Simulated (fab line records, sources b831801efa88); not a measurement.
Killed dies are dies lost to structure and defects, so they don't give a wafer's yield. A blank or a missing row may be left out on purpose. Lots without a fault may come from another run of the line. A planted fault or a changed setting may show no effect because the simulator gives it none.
Chamber matching | flow gf180mcu | GF_MIM_CVD_05 on pecvd-04: 3 sister chambers
The step deposits Si3N4, target thk 42 nm, time 29.086 s. 3 wafers are shown with their chamber, then 9 later ones without.

WAFERS WITH THEIR CHAMBER
wafer  | chamber | heater_power_w (W)
L080.3 | 2       | 572
L086.2 | 0       | 570
L086.6 | 1       | 592

WAFERS WITHOUT THEIR CHAMBER
wafer  | heater_power_w (W)
L088.1 | 619
L088.4 | 544
L088.6 | 602
L090.2 | 527
L090.3 | 585
L090.4 | 527
L097.2 | 606
L097.4 | 637
L097.6 | 597

WHICH CHAMBER EACH WENT THROUGH
wafer  | from the rows above          | in truth
L088.1 | can't be placed: 1 or 2 or 0 | 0
L088.4 | can't be placed: 0 or 2 or 1 | 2
L088.6 | can't be placed: 1 or 2 or 0 | 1
L090.2 | can't be placed: 0 or 2 or 1 | 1
L090.3 | can't be placed: 1 or 2 or 0 | 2
L090.4 | can't be placed: 0 or 2 or 1 | 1
L097.2 | can't be placed: 1 or 2 or 0 | 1
L097.4 | can't be placed: 1 or 2 or 0 | 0
L097.6 | can't be placed: 1 or 2 or 0 | 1
Placed correctly: 0 of 9. Can't be placed from these rows: 9 (the true chamber is among the candidates in 9). Placed wrongly: 0.
How it was worked out, from the rows above alone: a wafer's distance from a chamber is the root of the sum, over the readings, of the square of ((its reading less the chamber's mean) divided by the reading's scatter). The wafer belongs to the nearest chamber; if the next one is less than 2 further off, it can't be placed. A chamber's mean is the mean of its shown wafers. The scatter: with one shown wafer a chamber, the root of the mean of the squares of how far each hidden wafer lies from its nearest shown one.
